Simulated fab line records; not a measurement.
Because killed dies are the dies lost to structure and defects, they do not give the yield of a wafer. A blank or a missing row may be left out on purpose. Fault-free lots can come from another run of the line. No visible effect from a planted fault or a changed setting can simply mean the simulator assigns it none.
A single fault, viewed from 2 desks | flow sky130 | what lay behind the numbers comes last; until then each desk has only its own

== AT THE TOOL OWNER'S DESK: hdpcvd-02 ==
The tool's own readings at SKY_LI_CONTACT_HDPCVD_00 (deposits PSG, target thk 930 nm, time 155 s): means of the sampled wafers that have a number, for each lot that ran on this tool. The brackets show how far a lot's mean lies from the usual mean; more than 4 standard deviations puts the lot out of limits, marked OUT.
Columns: A = sih4 flow sccm at SKY_LI_CONTACT_HDPCVD_00, usual 59.97 sccm
lot  | first seen here | A
L702 | day 27 22:45    | 59.96
L704 | day 28 20:20    | 59.96
L708 | day 30 07:35    | 59.86
L709 | day 30 09:23    | 72.19 (+64) OUT
L711 | day 31 07:26    | 71.97 (+63) OUT
L718 | day 33 15:23    | 60.02
L719 | day 33 15:41    | 59.86
L720 | day 33 22:52    | 59.79
L722 | day 35 00:17    | 59.77
This desk's finding: out of limits on L709, L711; first on L709, day 30 09:23 (sih4 flow sccm at SKY_LI_CONTACT_HDPCVD_00). L702, L704, L708, L718, L719, L720, L722: within limits.

== METROLOGY DESK ==
Means of the sampled wafers that have a number, per lot and without regard to the tool the lot ran on: this is what the gauges read. The brackets show how far a lot's mean lies from the usual mean; more than 4 standard deviations puts the lot out of limits, marked OUT.
Columns: A = SD_P_RS at SKY_SD_N_RS_MEAS_17, usual 147.1 ohm/sq; B = LI_CONTACT_HDPCVD_THK at SKY_LI_CONTACT_THK_MEAS_01, usual 931 nm; C = CONTACT_W_RS at SKY_CONTACT_RS_MEAS_25, usual 0.339 ohm/sq
lot  | first seen here | A     | B              | C
L701 | day 27 10:44    | 147.3 | 938            | 0.339
L702 | day 27 22:31    | 147.2 | 918            | 0.338
L704 | day 28 20:05    | 147.4 | 923            | 0.338
L707 | day 29 19:22    | 147.2 | 938            | 0.340
L708 | day 30 07:20    | 147.1 | 934            | 0.341
L709 | day 30 09:08    | 147.3 | 1114 (+20) OUT | 0.341
L711 | day 31 07:10    | 147.3 | 1101 (+19) OUT | 0.339
L718 | day 33 15:08    | 147.1 | 927            | 0.340
L719 | day 33 15:26    | 147.6 | 923            | 0.335
L720 | day 33 22:37    | 147.3 | 926            | 0.341
L723 | day 34 19:30    | 146.5 | 936            | 0.339
L722 | day 35 00:02    | 146.9 | 932            | 0.337
This desk finds L709, L711 out of limits, with the earliest case on L709 at day 30 09:30 (LI_CONTACT_HDPCVD_THK at SKY_LI_CONTACT_THK_MEAS_01). L701, L702, L704, L707, L708, L718, L719, L720, L723, L722: within limits.

== TAKEN TOGETHER ==
At day 30 09:23, on L709, L711, the tool owner's desk was in a position to raise an alarm.
The metrology desk could have raised an alarm at day 30 09:30, on L709, L711.
The lots listed all ran SKY_LI_CONTACT_HDPCVD_00 on hdpcvd-02.

== WHAT HAD BEEN PUT IN BY THE SIMULATOR ==
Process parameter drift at SKY_LI_CONTACT_HDPCVD_00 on hdpcvd-02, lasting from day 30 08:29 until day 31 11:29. Setting sih4 flow sccm, moved by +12, from 60. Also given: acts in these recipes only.
Lots struck among those shown: L709, L711.
Counting hours from when the fault started, the first reading out of limits came at 1 for the tool owner's desk and at 1 for the metrology desk.
